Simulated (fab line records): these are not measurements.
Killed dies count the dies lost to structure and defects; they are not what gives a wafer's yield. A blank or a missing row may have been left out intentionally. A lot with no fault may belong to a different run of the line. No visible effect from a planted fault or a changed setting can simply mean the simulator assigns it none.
What tool caused it? :: flow gf180mcu :: 36 wafers from 12 lots sampled at 4 of the route's 602 steps

== WHAT THE GAUGES SHOWED, per wafer ==
GF_V4_CD_MEAS_14: target cd 260 nm.
lot: L842
measured: day 24 10:28
on: cdSem-02
cdNm (nm): 260.8 262.1 261.0

lot: L843
measured: day 24 18:37
on: cdSem-02
cdNm (nm): 259.9 258.1 259.2

lot: L844
measured: day 24 23:00
on: cdSem-01
cdNm (nm): 259.7 258.8 258.9

lot: L847
measured: day 26 02:15
on: cdSem-01
cdNm (nm): 271.8 271.6 271.9

lot: L848
measured: day 26 15:28
on: cdSem-01
cdNm (nm): 269.6 269.5 268.9

lot: L849
measured: day 26 18:57
on: cdSem-02
cdNm (nm): 268.8 267.4 267.9

lot: L853
measured: day 28 01:50
on: cdSem-01
cdNm (nm): 261.1 261.0 260.7

lot: L854
measured: day 28 12:59
on: cdSem-01
cdNm (nm): 260.3 259.6 260.7

lot: L856
measured: day 29 10:06
on: cdSem-01
cdNm (nm): 259.7 260.7 261.1

lot: L858
measured: day 29 17:22
on: cdSem-01
cdNm (nm): 259.7 259.8 259.1

lot: L862
measured: day 30 17:10
on: cdSem-01
cdNm (nm): 259.9 259.2 259.3

lot: L864
measured: day 30 22:29
on: cdSem-01
cdNm (nm): 261.3 261.6 262.9

GF_V4_OVL_MEAS_15.
lot: L842
measured: day 24 10:34
on: overlay-02
V4_OVL (nm): 2 5 0

lot: L843
measured: day 24 18:44
on: overlay-01
V4_OVL (nm): 1 -1 2

lot: L844
measured: day 24 23:07
on: overlay-02
V4_OVL (nm): -1 4 10

lot: L847
measured: day 26 02:22
on: overlay-02
V4_OVL (nm): 0 5 2

lot: L848
measured: day 26 15:34
on: overlay-01
V4_OVL (nm): 2 -3 -5

lot: L849
measured: day 26 19:04
on: overlay-01
V4_OVL (nm): 1 5 5

lot: L853
measured: day 28 01:56
on: overlay-02
V4_OVL (nm): -3 1 1

lot: L854
measured: day 28 13:07
on: overlay-01
V4_OVL (nm): 1 3 -9

lot: L856
measured: day 29 10:12
on: overlay-01
V4_OVL (nm): -4 -4 -5

lot: L858
measured: day 29 17:29
on: overlay-01
V4_OVL (nm): -5 3 0

lot: L862
measured: day 30 17:16
on: overlay-02
V4_OVL (nm): -10 -14 -9

lot: L864
measured: day 30 22:37
on: overlay-02
V4_OVL (nm): -18 -4 -5

== WHAT TOOL EACH LOT RAN ON (gives the tool, then ch and the chambers of the sampled wafers, and finally the start) ==
lot: L842
GF_M4_SPUTTER_04: pvdSputter-01, day 22 11:22
GF_V4_PEB_12: lithoTrack-01 ch 0, day 24 10:08

lot: L843
GF_M4_SPUTTER_04: pvdSputter-04, day 22 20:22
GF_V4_PEB_12: lithoTrack-03 ch 0, day 24 18:16

lot: L844
GF_M4_SPUTTER_04: pvdSputter-04, day 23 01:02
GF_V4_PEB_12: lithoTrack-01 ch 0, day 24 22:39

lot: L847
GF_M4_SPUTTER_04: pvdSputter-01, day 24 05:19
GF_V4_PEB_12: lithoTrack-01 ch 0, day 26 01:54

lot: L848
GF_M4_SPUTTER_04: pvdSputter-01, day 24 19:05
GF_V4_PEB_12: lithoTrack-01 ch 0, day 26 15:08

lot: L849
GF_M4_SPUTTER_04: pvdSputter-04, day 24 23:02
GF_V4_PEB_12: lithoTrack-01 ch 0, day 26 18:36

lot: L853
GF_M4_SPUTTER_04: pvdSputter-01, day 26 07:29
GF_V4_PEB_12: lithoTrack-03 ch 0, day 28 01:30

lot: L854
GF_M4_SPUTTER_04: pvdSputter-04, day 26 19:15
GF_V4_PEB_12: lithoTrack-02 ch 0, day 28 12:38

lot: L856
GF_M4_SPUTTER_04: pvdSputter-04, day 27 16:51
GF_V4_PEB_12: lithoTrack-03 ch 0, day 29 09:39

lot: L858
GF_M4_SPUTTER_04: pvdSputter-02, day 28 01:27
GF_V4_PEB_12: lithoTrack-03 ch 0, day 29 17:01

lot: L862
GF_M4_SPUTTER_04: pvdSputter-02, day 29 03:40
GF_V4_PEB_12: lithoTrack-02 ch 0, day 30 16:50

lot: L864
GF_M4_SPUTTER_04: pvdSputter-04, day 29 08:14
GF_V4_PEB_12: lithoTrack-02 ch 0, day 30 22:08
- GF_M4_SPUTTER_04: material TiN, target thk 50 nm, time 41.7 s.
- GF_V4_PEB_12: peb time 90 s.

== AS READ BY THE TOOLS THEMSELVES (means over the sampled wafers that have a number; for cases with no such wafer, the mark the record gives instead) ==
GF_M4_SPUTTER_04.
lot: L842
tool: pvdSputter-01
throttleValvePct (%): 30.7

lot: L843
tool: pvdSputter-04
throttleValvePct (%): 29.4

lot: L844
tool: pvdSputter-04
throttleValvePct (%): 29.6

lot: L847
tool: pvdSputter-01
throttleValvePct (%): 30.6

lot: L848
tool: pvdSputter-01
throttleValvePct (%): 30.8

lot: L849
tool: pvdSputter-04
throttleValvePct (%): 29.8

lot: L853
tool: pvdSputter-01
throttleValvePct (%): 30.6

lot: L854
tool: pvdSputter-04
throttleValvePct (%): 29.0

lot: L856
tool: pvdSputter-04
throttleValvePct (%): 29.5

lot: L858
tool: pvdSputter-02
throttleValvePct (%): 31.6

lot: L862
tool: pvdSputter-02
throttleValvePct (%): 30.2

lot: L864
tool: pvdSputter-04
throttleValvePct (%): 30.1

GF_V4_PEB_12.
lot: L842
tool: lithoTrack-01
exhaustPa (Pa): 45.7
heaterPowerTotalW (W): 85.70
plateTempC (C): 135.08

lot: L843
tool: lithoTrack-03
exhaustPa (Pa): 46.3
heaterPowerTotalW (W): 85.77
plateTempC (C): 135.22

lot: L844
tool: lithoTrack-01
exhaustPa (Pa): 45.8
heaterPowerTotalW (W): 85.63
plateTempC (C): 134.91

lot: L847
tool: lithoTrack-01
exhaustPa (Pa): 44.6
heaterPowerTotalW (W): 89.35
plateTempC (C): 139.54

lot: L848
tool: lithoTrack-01
exhaustPa (Pa): 46.6
heaterPowerTotalW (W): 89.41
plateTempC (C): 139.29

lot: L849
tool: lithoTrack-01
exhaustPa (Pa): 44.9
heaterPowerTotalW (W): 89.31
plateTempC (C): 139.32

lot: L853
tool: lithoTrack-03
exhaustPa (Pa): 45.9
heaterPowerTotalW (W): 85.70
plateTempC (C): 135.09

lot: L854
tool: lithoTrack-02
exhaustPa (Pa): 45.7
heaterPowerTotalW (W): 85.69
plateTempC (C): 134.91

lot: L856
tool: lithoTrack-03
exhaustPa (Pa): 45.2
heaterPowerTotalW (W): 85.65
plateTempC (C): 135.04

lot: L858
tool: lithoTrack-03
exhaustPa (Pa): 45.9
heaterPowerTotalW (W): 85.69
plateTempC (C): 135.00

lot: L862
tool: lithoTrack-02
exhaustPa (Pa): 44.5
heaterPowerTotalW (W): 85.68
plateTempC (C): 135.08

lot: L864
tool: lithoTrack-02
exhaustPa (Pa): 45.5
heaterPowerTotalW (W): 85.67
plateTempC (C): 135.06

== THE ANSWER, worked out from the rows above alone ==
Rule: usual is defined by the lots themselves. The widest of any qualifying gaps counts: lots, ordered by their means at a reading, are off when they make up no more than a third of the lots, leave a main group of 4 or more, and stand apart from it by 3 or more times the standard deviation of that group's means. The tables above print the reading to a certain number of digits; a main group whose means all agree to those digits is not used. A lot without any number at a reading at which 4 lots or more have one is off too. Where the step has rows for the other lots, those lots are counted as sound. The gauges are gone through in route order, then the tools' own readings, and for those a lot's mean is taken as printed above. The first step at which some lot is off is used, and at that step the reading that is off furthest; a lot without a number counts as furthest.
Off: L847, L848, L849, at GF_V4_CD_MEAS_14 (cdNm). The main group: mean 260.2 nm, standard deviation 0.96.
A tool fits if, at a process step before that reading, it ran every lot that is off, and no sound lot after the first of them. Not tried: the gauges at GF_V4_CD_MEAS_14; whatever is off there is also off at GF_V4_PEB_12, on other tools, and gauge error can't account for it. One candidate fits, namely lithoTrack-01 at GF_V4_PEB_12. A fault onset in the window from L844 (day 24 22:39, its last sound lot) to L847 (day 26 01:54, its first lot off) fits.
The tool's own readings at GF_V4_PEB_12 bear it out: on the lots that are off they differ by more than 5 times the standard deviation of the sound lots' means. heaterPowerTotalW reads 89.36 W there against 85.69 W on the sound lots; plateTempC reads 139.38 C there against 135.04 C on the sound lots.

== WHAT THE SIMULATOR HAD PUT IN ==
Process parameter drift: lithoTrack-01, from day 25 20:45 on, at GF_V4_PEB_12. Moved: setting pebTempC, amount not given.
Shown lots that were struck: L847, L848, L849. The same result came from the rule above.
